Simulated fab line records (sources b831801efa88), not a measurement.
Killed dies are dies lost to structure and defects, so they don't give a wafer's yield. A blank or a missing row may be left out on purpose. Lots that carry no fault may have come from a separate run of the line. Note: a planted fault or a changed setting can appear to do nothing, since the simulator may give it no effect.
Tool commonality check || flow gf180mcu || 36 wafers sampled across 12 lots

WHAT PROMPTED THE OPENING
2 of 12 lots carry a flag on the reading STI_CVD_03_THK at GF_STI_THK_MEAS_04. Fault-free wafers read 207.6 nm, with a standard deviation of 2.4.
Rule: a lot gets a flag if all its wafers with a number sit over 4 standard deviations from that mean, or if no wafer of it has a number. All remaining lots are regarded as sound.

{"lot": "L252", "measured": "day 1 14:44", "on": "filmMetro-04", "STI_CVD_03_THK (nm), wafer by wafer": "208.7 208.5 208.1", "flag": ""}
{"lot": "L253", "measured": "day 1 19:11", "on": "filmMetro-02", "STI_CVD_03_THK (nm), wafer by wafer": "207.3 205.5 208.5", "flag": ""}
{"lot": "L254", "measured": "day 2 00:17", "on": "filmMetro-02", "STI_CVD_03_THK (nm), wafer by wafer": "204.9 204.9 205.1", "flag": ""}
{"lot": "L255", "measured": "day 2 04:36", "on": "filmMetro-04", "STI_CVD_03_THK (nm), wafer by wafer": "207.2 205.0 205.6", "flag": ""}
{"lot": "L256", "measured": "day 2 09:43", "on": "filmMetro-02", "STI_CVD_03_THK (nm), wafer by wafer": "212.1 211.4 212.7", "flag": ""}
{"lot": "L259", "measured": "day 3 01:37", "on": "filmMetro-02", "STI_CVD_03_THK (nm), wafer by wafer": "209.2 209.7 208.3", "flag": ""}
{"lot": "L262", "measured": "day 3 17:52", "on": "filmMetro-02", "STI_CVD_03_THK (nm), wafer by wafer": "206.4 207.2 207.3", "flag": ""}
{"lot": "L265", "measured": "day 4 08:43", "on": "filmMetro-02", "STI_CVD_03_THK (nm), wafer by wafer": "222.9 222.8 222.0", "flag": "FLAGGED"}
{"lot": "L268", "measured": "day 4 21:34", "on": "filmMetro-01", "STI_CVD_03_THK (nm), wafer by wafer": "222.3 222.6 224.9", "flag": "FLAGGED"}
{"lot": "L271", "measured": "day 5 13:09", "on": "filmMetro-01", "STI_CVD_03_THK (nm), wafer by wafer": "203.8 204.5 203.2", "flag": ""}
{"lot": "L273", "measured": "day 5 23:33", "on": "filmMetro-01", "STI_CVD_03_THK (nm), wafer by wafer": "210.4 209.9 211.7", "flag": ""}
{"lot": "L274", "measured": "day 6 03:35", "on": "filmMetro-01", "STI_CVD_03_THK (nm), wafer by wafer": "210.0 210.5 209.3", "flag": ""}
The mean of the flagged lots' numbers is 222.9 nm, +15.3 nm from the usual (+6 standard deviations).

WHICH TOOL EACH LOT WENT THROUGH
The record holds 1 process step before the reading, out of a route of 602 steps. In each cell: the tool, then ch and the chambers that the sampled wafers went through, then the start.
{"lot": "L252", "flag": "", "GF_STI_CVD_03": "lpcvd-02 ch 1, day 1 12:45"}
{"lot": "L253", "flag": "", "GF_STI_CVD_03": "lpcvd-02 ch 1, day 1 17:12"}
{"lot": "L254", "flag": "", "GF_STI_CVD_03": "lpcvd-02 ch 1, day 1 22:18"}
{"lot": "L255", "flag": "", "GF_STI_CVD_03": "lpcvd-01 ch 1, day 2 02:34"}
{"lot": "L256", "flag": "", "GF_STI_CVD_03": "lpcvd-02 ch 0, day 2 07:43"}
{"lot": "L259", "flag": "", "GF_STI_CVD_03": "lpcvd-02 ch 0, day 2 23:37"}
{"lot": "L262", "flag": "", "GF_STI_CVD_03": "lpcvd-01 ch 0, day 3 15:52"}
{"lot": "L265", "flag": "FLAGGED", "GF_STI_CVD_03": "lpcvd-02 ch 1, day 4 06:44"}
{"lot": "L268", "flag": "FLAGGED", "GF_STI_CVD_03": "lpcvd-02 ch 1, day 4 19:34"}
{"lot": "L271", "flag": "", "GF_STI_CVD_03": "lpcvd-02 ch 0, day 5 11:10"}
{"lot": "L273", "flag": "", "GF_STI_CVD_03": "lpcvd-01 ch 1, day 5 20:34"}
{"lot": "L274", "flag": "", "GF_STI_CVD_03": "lpcvd-01 ch 1, day 6 01:34"}
What is done by these steps:
- GF_STI_CVD_03: deposits Si3N4 from DCS/NH3, target thk 207.16 nm, time 3551 s.
- GF_STI_THK_MEAS_04

FLAGGED AGAINST TOTAL, ONE TOOL AT A TIME (gauges that did the reading follow at the end)
{"step": "GF_STI_CVD_03", "tool": "lpcvd-01", "lots run": 4, "flagged": 0, "share of the flagged lots": "none", "sound lots run after its first flagged lot": "-"}
{"step": "GF_STI_CVD_03", "tool": "lpcvd-02", "lots run": 8, "flagged": 2, "share of the flagged lots": "all", "sound lots run after its first flagged lot": "1 (L271)"}
{"step": "GF_STI_THK_MEAS_04", "tool": "filmMetro-01", "lots run": 4, "flagged": 1, "share of the flagged lots": "some", "sound lots run after its first flagged lot": "3 (L271,L273,L274)"}
{"step": "GF_STI_THK_MEAS_04", "tool": "filmMetro-02", "lots run": 6, "flagged": 1, "share of the flagged lots": "some", "sound lots run after its first flagged lot": 0}
{"step": "GF_STI_THK_MEAS_04", "tool": "filmMetro-04", "lots run": 2, "flagged": 0, "share of the flagged lots": "none", "sound lots run after its first flagged lot": "-"}

THE TABLE: WHAT IT ALLOWS
Rows of the table that ran each flagged lot: 1, that is lpcvd-02 at GF_STI_CVD_03.
- lpcvd-02 at GF_STI_CVD_03 ran 8 lots, 2 of them flagged. After the first flagged lot (L271), sound lots still ran on it; a lasting fault on the whole tool would not permit that.
Not one row of the table ran every flagged lot while running no sound lot after the first.

WHAT WAS PUT IN BY THE SIMULATOR
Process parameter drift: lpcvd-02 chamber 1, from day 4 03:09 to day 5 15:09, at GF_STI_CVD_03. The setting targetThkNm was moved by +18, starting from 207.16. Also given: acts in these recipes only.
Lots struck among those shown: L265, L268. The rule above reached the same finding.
